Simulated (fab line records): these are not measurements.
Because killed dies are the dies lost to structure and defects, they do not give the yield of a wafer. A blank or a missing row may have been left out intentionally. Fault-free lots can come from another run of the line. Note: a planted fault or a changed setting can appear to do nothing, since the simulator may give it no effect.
One fault through the eyes of 2 desks || flow gf180mcu || each desk has only its own numbers; what lay behind them comes last

## THE METROLOGY DESK
What the gauges read for every lot (on any tool): the sampled wafers with a number, averaged. The brackets show how far a lot's mean lies from the usual mean; more than 4 standard deviations puts the lot out of limits, marked OUT.
Columns: A = NSD_RS at GF_PSD_RS_MEAS_14, usual 46.18 ohm/sq
{"lot": "L751", "first seen here": "day 14 11:26", "A": 46.23}
{"lot": "L754", "first seen here": "day 15 03:34", "A": 46.15}
{"lot": "L758", "first seen here": "day 16 17:17", "A": 46.09}
{"lot": "L759", "first seen here": "day 17 01:49", "A": 46.24}
{"lot": "L761", "first seen here": "day 17 16:20", "A": 46.10}
{"lot": "L762", "first seen here": "day 18 02:01", "A": 46.11}
{"lot": "L763", "first seen here": "day 18 05:26", "A": 46.24}
{"lot": "L764", "first seen here": "day 18 21:59", "A": 46.22}
{"lot": "L766", "first seen here": "day 19 12:32", "A": 46.16}
{"lot": "L767", "first seen here": "day 19 19:10", "A": 46.12}
{"lot": "L768", "first seen here": "day 20 05:47", "A": 46.26}
{"lot": "L771", "first seen here": "day 21 09:34", "A": 46.11}
{"lot": "L773", "first seen here": "day 22 04:19", "A": 46.18}
Result from this desk: across the 13 lots, nothing is out of limits.

## THE TOOL OWNER'S DESK: implanter-02
For each lot that ran on this tool, the mean over its sampled wafers that have a number, from the tool's own readings at GF_HV_LDD_IMPLANT_21. The brackets show how far a lot's mean lies from the usual mean; more than 4 standard deviations puts the lot out of limits, marked OUT.
Columns: A = beam_energy_keV at GF_HV_LDD_IMPLANT_21, usual 25.000; B = dose_ions_cm2 at GF_HV_LDD_IMPLANT_21, usual 4.998e+13
{"lot": "L762", "first seen here": "day 14 04:38", "A": 25.003, "B": 4.994e+13}
{"lot": "L764", "first seen here": "day 14 21:32", "A": 24.998, "B": 5.004e+13}
{"lot": "L767", "first seen here": "day 15 16:02", "A": "24.389 (-84) OUT", "B": 5.000e+13}
{"lot": "L768", "first seen here": "day 16 01:44", "A": "24.389 (-84) OUT", "B": 5.000e+13}
Finding of this desk: L767, L768 out of limits; the first was L767 at day 15 16:02, on beam_energy_keV at GF_HV_LDD_IMPLANT_21. L762, L764: within limits.

## PUT TOGETHER
The tool owner's desk could have raised an alarm at day 15 16:02, on L767, L768.
From the metrology desk's view, nothing was out of limits.
The metrology desk has L767, L768 on record, within its limits.
GF_HV_LDD_IMPLANT_21 was run on implanter-02 by each of the lots named.

## WHAT THE SIMULATOR HAD PUT IN
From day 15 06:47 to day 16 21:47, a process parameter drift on implanter-02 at GF_HV_LDD_IMPLANT_21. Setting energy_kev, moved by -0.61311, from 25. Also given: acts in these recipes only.
Lots struck among those shown: L767, L768.
Time in hours from fault onset to the first out-of-limits reading at each desk: the tool owner's desk, 9.
